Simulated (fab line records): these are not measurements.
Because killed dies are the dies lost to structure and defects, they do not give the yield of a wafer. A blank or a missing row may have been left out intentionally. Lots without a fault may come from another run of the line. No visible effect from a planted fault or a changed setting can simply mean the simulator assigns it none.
fab line records	flow gf180mcu
[record] lots = 14	wafers = 42	last-day = 33
route steps=602 shown STI@26 HV_LDD@180 SALICIDE@282
lots that met no fault: taken from a fault-free run of the same line
start-h: hours from the record's opening day to when the first of the lot's shown wafers began	wait-h: hours from the lot's prior step to this one	" same as the row above	L1.1+2: several wafers, shown together as one row	- no value, or no start was given	* or withheld: withheld	< > ~ a bound
route shown NAME@n: names a module that has steps shown in the file, with the first one's number in the route	usual: average and standard deviation across the fault-free wafers	same: alike in all rows	chamber/n: place in a boat	sites: the reading at each site	_std_site: the values' standard deviation	_edge_site: outer sites' mean less inner sites'	radius-mm: how far each site lies from the wafer's centre	mask NAME#n: copy n	behind: the tool/chamber that last shaped the wafer	hold: cause of the lot's hold/its duration in hours/its outcome	device: the transistor (n, p or np) that didn't switch	end of line: the tests these same wafers got at the end of their route	for a step that has no rows: nothing shown but its recipe	killed: the dies lost at the first sort to structure and to defects; this is not the yield of the wafer	map: a wafer's dies, x killed, . not, _ none there
set.NAME: the setting as run; set.NAME@STEP: as run at that earlier step	model.NAME: the simulator's own value behind a step, which no gauge read
route steps across a sampled set of lots; one table per step, one row per wafer
services: when a tool's chamber went out of use (start-h, in hours from the record's first day, below 0 if earlier), for how many hours, and the reason
[[steps]]
[step GF_STI_CMP_25]
[recipe] stop-on = Si3N4	t-overpolish-s = 33	down-force-psi = 4	platen-rpm = 60	target-thk-nm = 524.6	pad-velocity-m-s = 0.94248
[usual] motor-current-A = 12.7/1.1	overpolish-run-s = 33.000/0.0085	retaining-ring-pressure-frac = 1.000/0.0044	time-to-endpoint-s = 124/4.7
lot.wafer	tool	chamber	start-h	wait-h	motor-current-A	overpolish-run-s	retaining-ring-pressure-frac	time-to-endpoint-s
L806.2	cmp-02	1	38.55	0.2	14.6	32.999	1.004	127
L806.5	"	2	"	"	13.2	33.001	0.996	125
L806.6	"	3	"	"	13.6	32.981	1.004	127
L807.1	cmp-02	0	42.60	0.2	11.7	33.005	0.999	121
L807.6	"	1	"	"	14.2	32.991	1.002	127
L807.5	"	2	"	"	13.0	32.987	0.996	130
L808.3	cmp-02	0	49.05	0.1	12.1	33.001	0.995	120
L808.5	"	2	"	"	12.6	33.002	0.991	127
L808.6	"	3	"	"	12.7	32.986	1.004	133
L810.2	cmp-01	0	58.29	0.1	11.2	32.998	1.005	123
L810.4	"	1	"	"	11.5	33.002	1.001	122
L810.5	"	3	"	"	13.0	33.010	0.992	118
L811.4	cmp-02	3	63.67	0.0	13.1	32.987	1.002	134
L811.2	"	0	"	"	11.4	32.987	1.004	127
L811.1	"	1	"	"	13.7	33.019	0.999	131
L814.3	cmp-01	1	79.42	0.2	11.4	32.998	0.996	124
L814.5	"	2	"	"	13.7	32.977	1.002	119
L814.6	"	3	"	"	13.6	33.003	1.004	125
L815.3	cmp-01	3	84.80	0.0	13.8	32.994	0.999	116
L815.2	"	0	"	"	11.5	32.995	1.006	116
L815.1	"	2	"	"	13.4	32.996	0.997	117
L816.2	cmp-01	1	89.61	0.1	11.0	32.996	1.008	120
L816.4	"	3	"	"	12.7	32.998	1.001	117
L816.5	"	1	"	"	11.3	33.004	1.009	120
L817.3	cmp-01	1	94.76	0.0	11.9	32.993	0.998	121
L817.1	"	3	"	"	13.4	33.009	0.999	122
L817.6	"	2	"	"	13.4	33.003	1.009	122
L818.3	cmp-01	3	100.13	0.1	13.1	32.991	0.998	118
L818.1	"	0	"	"	10.8	33.003	1.000	123
L818.6	"	2	"	"	13.3	33.015	1.002	119
L819.4	cmp-02	0	105.27	0.1	12.0	33.012	0.997	126
L819.5	"	2	"	"	13.5	33.016	0.997	125
L819.6	"	3	"	"	12.6	33.007	0.993	128
L822.4	cmp-01	0	119.87	0.0	11.0	33.000	1.003	121
L822.2	"	2	"	"	13.7	33.003	1.000	122
L822.5	"	1	"	"	11.0	32.998	0.993	117
L823.1	cmp-01	1	125.72	0.3	11.2	32.995	0.991	115
L823.2	"	2	"	"	13.4	33.000	1.005	119
L823.6	"	1	"	"	10.7	33.001	0.999	117
L824.4	cmp-02	2	130.77	0.1	12.6	32.987	0.994	131
L824.3	"	3	"	"	13.4	32.998	1.001	133
L824.2	"	0	"	"	12.3	33.007	1.001	119
[step GF_HV_LDD_EXPOSE_04]
[recipe] mask-id = Nplus_LV_AREA	target-cd-nm = 400	na = 0.6	source-shape = conventional	sigma-outer = 0.6	dose-mj = 140
[usual] exposure-dose-mJ-cm2 = 139.97/0.14	focus-offset-nm = 0.1/0.55
lot.wafer	tool	chamber	start-h	wait-h	mask	exposure-dose-mJ-cm2	focus-offset-nm
L806.2	iline-stepper-02	0	219.54	-	Nplus_LV_AREA#0	139.89	-0.2
L806.5	"	0	"	"	Nplus_LV_AREA#0	139.53	-0.8
L806.6	"	0	"	"	Nplus_LV_AREA#0	139.85	-1.1
L807.1	iline-stepper-02	0	229.72	-	Nplus_LV_AREA#0	139.92	0.2
L807.5	"	0	"	"	Nplus_LV_AREA#0	139.76	-0.3
L807.6	"	0	"	"	Nplus_LV_AREA#0	139.90	-0.5
L808.3	iline-stepper-01	0	234.93	-	Nplus_LV_AREA#0	139.96	0.1
L808.5	"	0	"	"	Nplus_LV_AREA#0	140.04	0.4
L808.6	"	0	"	"	Nplus_LV_AREA#0	139.93	0.5
L810.2	iline-stepper-01	0	250.70	-	Nplus_LV_AREA#0	139.88	-0.9
L810.4	"	0	"	"	Nplus_LV_AREA#0	139.90	-0.7
L810.5	"	0	"	"	Nplus_LV_AREA#0	140.16	-1.1
L811.1	iline-stepper-02	0	258.85	-	Nplus_LV_AREA#0	139.95	0.2
L811.2	"	0	"	"	Nplus_LV_AREA#0	139.87	0.7
L811.4	"	0	"	"	Nplus_LV_AREA#0	140.09	0.8
L814.3	iline-stepper-02	0	282.46	-	Nplus_LV_AREA#0	140.00	-0.3
L814.5	"	0	"	"	Nplus_LV_AREA#0	140.04	-0.7
L814.6	"	0	"	"	Nplus_LV_AREA#0	140.03	-0.2
L815.1	iline-stepper-02	0	286.83	-	Nplus_LV_AREA#0	139.97	0.4
L815.2	"	0	"	"	Nplus_LV_AREA#0	139.99	0.8
L815.3	"	0	"	"	Nplus_LV_AREA#0	140.04	-0.7
L816.2	iline-stepper-02	0	295.29	-	Nplus_LV_AREA#0	139.91	-0.1
L816.4	"	0	"	"	Nplus_LV_AREA#0	139.92	1.0
L816.5	"	0	"	"	Nplus_LV_AREA#0	140.00	-0.2
L817.1	iline-stepper-02	0	301.02	-	Nplus_LV_AREA#0	139.74	0.1
L817.3	"	0	"	"	Nplus_LV_AREA#0	139.93	0.0
L817.6	"	0	"	"	Nplus_LV_AREA#0	139.76	0.2
L818.1	iline-stepper-02	0	308.57	-	Nplus_LV_AREA#0	139.95	-0.1
L818.3	"	0	"	"	Nplus_LV_AREA#0	139.93	0.1
L818.6	"	0	"	"	Nplus_LV_AREA#0	139.93	0.4
L819.4	iline-stepper-02	0	318.18	-	Nplus_LV_AREA#0	122.81	0.4
L819.5	"	0	"	"	Nplus_LV_AREA#0	122.77	0.1
L819.6	"	0	"	"	Nplus_LV_AREA#0	122.81	0.6
L822.2	iline-stepper-02	0	338.51	-	Nplus_LV_AREA#0	126.12	0.1
L822.4	"	0	"	"	Nplus_LV_AREA#0	126.28	0.8
L822.5	"	0	"	"	Nplus_LV_AREA#0	126.12	-0.3
L823.1	iline-stepper-02	0	342.17	-	Nplus_LV_AREA#0	126.03	1.0
L823.2	"	0	"	"	Nplus_LV_AREA#0	125.91	0.1
L823.6	"	0	"	"	Nplus_LV_AREA#0	126.29	1.0
L824.2	iline-stepper-02	0	351.25	-	Nplus_LV_AREA#0	129.06	0.0
L824.3	"	0	"	"	Nplus_LV_AREA#0	128.93	-0.1
L824.4	"	0	"	"	Nplus_LV_AREA#0	129.11	-0.8
[step GF_HV_LDD_CD_MEAS_07]
[recipe] target-cd-nm = 400
[usual] cd-nm = 399.2/2.4
lot.wafer	tool	chamber	start-h	wait-h	cd-nm
L806.2	cd-sem-01	-	228.55	0.1	400.1
L806.5	"	-	"	"	395.7
L806.6	"	-	"	"	399.8
L807.1	cd-sem-02	-	238.73	0.1	398.0
L807.5	"	-	"	"	398.7
L807.6	"	-	"	"	396.6
L808.3	cd-sem-02	-	244.42	0.1	397.3
L808.5	"	-	"	"	397.4
L808.6	"	-	"	"	397.5
L810.2	cd-sem-02	-	259.09	0.1	394.4
L810.4	"	-	"	"	391.8
L810.5	"	-	"	"	393.3
L811.1	cd-sem-01	-	268.68	0.1	401.7
L811.2	"	-	"	"	401.7
L811.4	"	-	"	"	399.7
L814.3	cd-sem-02	-	292.11	0.1	400.2
L814.5	"	-	"	"	400.5
L814.6	"	-	"	"	399.2
L815.1	cd-sem-01	-	296.38	0.1	397.8
L815.2	"	-	"	"	397.4
L815.3	"	-	"	"	397.6
L816.2	cd-sem-02	-	305.29	0.1	401.4
L816.4	"	-	"	"	400.2
L816.5	"	-	"	"	403.6
L817.1	cd-sem-01	-	311.67	0.1	401.8
L817.3	"	-	"	"	398.9
L817.6	"	-	"	"	399.9
L818.1	cd-sem-01	-	318.12	0.1	401.0
L818.3	"	-	"	"	398.6
L818.6	"	-	"	"	400.9
L819.4	cd-sem-01	-	328.59	0.1	359.7
L819.5	"	-	"	"	360.1
L819.6	"	-	"	"	359.5
L822.2	cd-sem-02	-	349.24	0.1	369.0
L822.4	"	-	"	"	368.9
L822.5	"	-	"	"	369.9
L823.1	cd-sem-01	-	353.12	0.1	368.8
L823.2	"	-	"	"	372.5
L823.6	"	-	"	"	372.1
L824.2	cd-sem-01	-	362.34	0.1	377.2
L824.3	"	-	"	"	377.8
L824.4	"	-	"	"	375.9
[step GF_SALICIDE_RS_MEAS_04]
[recipe] thk-meas-gauge = four-point-probe	reads = TiN_of_SALICIDE_SPUTTER_03+Co_of_SALICIDE_SPUTTER_02
[usual] SALICIDE_TIN_RS = 16.34/0.3
lot.wafer	tool	chamber	start-h	wait-h	SALICIDE_TIN_RS[ohm/sq]
L806.2	film-metro-04	-	354.55	0.0	16.08
L806.5	"	-	"	"	16.44
L806.6	"	-	"	"	16.48
L807.1	film-metro-03	-	365.52	0.0	16.61
L807.5	"	-	"	"	16.34
L807.6	"	-	"	"	16.00
L808.3	film-metro-02	-	372.52	0.1	16.34
L808.5	"	-	"	"	16.64
L808.6	"	-	"	"	16.03
L810.2	film-metro-04	-	390.43	0.0	16.87
L810.4	"	-	"	"	16.71
L810.5	"	-	"	"	16.67
L811.1	film-metro-03	-	401.00	0.0	16.54
L811.2	"	-	"	"	16.42
L811.4	"	-	"	"	16.01
L814.3	film-metro-03	-	429.25	0.1	15.99
L814.5	"	-	"	"	16.21
L814.6	"	-	"	"	16.16
L815.1	film-metro-04	-	433.91	0.0	16.55
L815.2	"	-	"	"	16.74
L815.3	"	-	"	"	16.71
L816.2	film-metro-04	-	443.41	0.0	16.60
L816.4	"	-	"	"	16.67
L816.5	"	-	"	"	16.51
L817.1	film-metro-03	-	453.58	0.0	15.96
L817.3	"	-	"	"	16.09
L817.6	"	-	"	"	15.95
L818.1	film-metro-03	-	462.57	0.0	16.71
L818.3	"	-	"	"	16.01
L818.6	"	-	"	"	16.55
L819.4	film-metro-02	-	472.78	0.1	16.78
L819.5	"	-	"	"	16.27
L819.6	"	-	"	"	16.57
L822.2	film-metro-03	-	495.49	0.0	16.20
L822.4	"	-	"	"	16.11
L822.5	"	-	"	"	16.13
L823.1	film-metro-03	-	500.76	0.0	16.56
L823.2	"	-	"	"	16.07
L823.6	"	-	"	"	16.15
L824.2	film-metro-03	-	509.74	0.0	15.90
L824.3	"	-	"	"	16.70
L824.4	"	-	"	"	16.41
[step GF_SALICIDE_THK_MEAS_05]
[recipe] thk-meas-gauge = xrf	reads = TiN_of_SALICIDE_SPUTTER_03
[usual] SALICIDE_TIN_THK = 19.89/0.25
lot.wafer	tool	chamber	start-h	wait-h	SALICIDE_TIN_THK[nm]
L806.2	film-metro-04	-	354.66	0.1	20.10
L806.5	"	-	"	"	20.08
L806.6	"	-	"	"	20.27
L807.1	film-metro-03	-	365.64	0.1	19.77
L807.5	"	-	"	"	20.23
L807.6	"	-	"	"	20.04
L808.3	film-metro-02	-	372.62	0.1	20.27
L808.5	"	-	"	"	20.58
L808.6	"	-	"	"	20.14
L810.2	film-metro-04	-	390.54	0.1	19.89
L810.4	"	-	"	"	19.78
L810.5	"	-	"	"	19.78
L811.1	film-metro-03	-	401.12	0.1	20.00
L811.2	"	-	"	"	19.85
L811.4	"	-	"	"	20.24
L814.3	film-metro-03	-	429.35	0.1	19.93
L814.5	"	-	"	"	19.48
L814.6	"	-	"	"	19.92
L815.1	film-metro-04	-	434.03	0.1	20.11
L815.2	"	-	"	"	20.07
L815.3	"	-	"	"	19.96
L816.2	film-metro-04	-	443.52	0.1	19.92
L816.4	"	-	"	"	20.16
L816.5	"	-	"	"	19.98
L817.1	film-metro-03	-	453.70	0.1	19.44
L817.3	"	-	"	"	19.67
L817.6	"	-	"	"	19.75
L818.1	film-metro-03	-	462.69	0.1	19.82
L818.3	"	-	"	"	19.79
L818.6	"	-	"	"	20.14
L819.4	film-metro-02	-	472.87	0.1	19.65
L819.5	"	-	"	"	19.64
L819.6	"	-	"	"	19.71
L822.2	film-metro-03	-	495.60	0.1	19.85
L822.4	"	-	"	"	19.56
L822.5	"	-	"	"	19.48
L823.1	film-metro-03	-	500.88	0.1	19.70
L823.2	"	-	"	"	19.59
L823.6	"	-	"	"	19.86
L824.2	film-metro-03	-	509.85	0.1	19.66
L824.3	"	-	"	"	19.60
L824.4	"	-	"	"	20.16
[[services]]
tool	chamber	start-h	hours	kind
cmp-01	-	64.18	4.0	pm
cmp-02	-	86.03	0.8	repair
cmp-02	-	87.45	0.7	repair
cmp-02	-	88.94	0.5	repair
cmp-01	-	96.43	0.6	repair
cmp-01	-	96.73	2.4	repair
iline-stepper-01	-	108.84	1.7	pm
iline-stepper-01	-	110.50	4.4	pm
cmp-02	-	121.97	4.5	pm
cmp-01	-	128.52	6.5	pm
iline-stepper-01	-	137.98	1.6	repair
iline-stepper-02	-	145.18	1.7	pm
cmp-01	-	150.75	2.7	repair
cmp-01	-	153.76	2.3	repair
iline-stepper-01	-	163.63	4.5	repair
cmp-02	-	232.00	4.0	pm
cmp-02	-	232.90	2.6	repair
cmp-02	-	236.91	0.2	repair
cmp-02	-	285.61	6.5	repair
cmp-02	-	286.71	0.8	repair
cmp-02	-	309.92	0.7	repair
cmp-02	-	310.17	0.5	repair
cmp-02	-	316.22	0.5	repair
iline-stepper-02	-	329.35	1.1	repair
[[key]]
[first-sign] step = GF_HV_LDD_EXPOSE_04	reading = exposure-dose-mJ-cm2	direction = down	sigmas = 99+	usual = 139.97	struck = 126.02
[effect] step = GF_HV_LDD_CD_MEAS_07	reading = cd-nm	direction = down	sigmas = 13	usual = 399.2	struck = 369.3	through = control-loop
met-at GF_HV_LDD_EXPOSE_04
struck-lots L819,L822,L823,L824
rows-end L819.4,L819.5,L819.6,L822.2,L822.4,L822.5,L823.1,L824.3
tester-left-out L823,L824
[loop-trim] step = GF_HV_LDD_EXPOSE_04	setting = dose	lots = L822,L823,L824
not-acting-at GF_STI_CMP_25,GF_SALICIDE_RS_MEAS_04,GF_SALICIDE_THK_MEAS_05
onset-between 308.57 318.18
[fault] kind = process-parameter-drift	tool = iline-stepper-02	chamber = -	onset-h = 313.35	steps = GF_HV_LDD_EXPOSE_04	channel = dose-mj	offset = -17.114	shape = step	acts-in = these-recipes-only	stated = 140
// tester-left-out: of these lots the tester's yield and bins aren't shown, on N5 and GAA mostly nor the transistor test; their killed dies are dies lost to structure and defects alone, not to doping, threshold or leakage, so they don't give the yield
// rows-end: these wafers met a further fault down the route, and their rows from its step on are left out
// loop-trim: a control loop set the setting to another value than it would have without faults
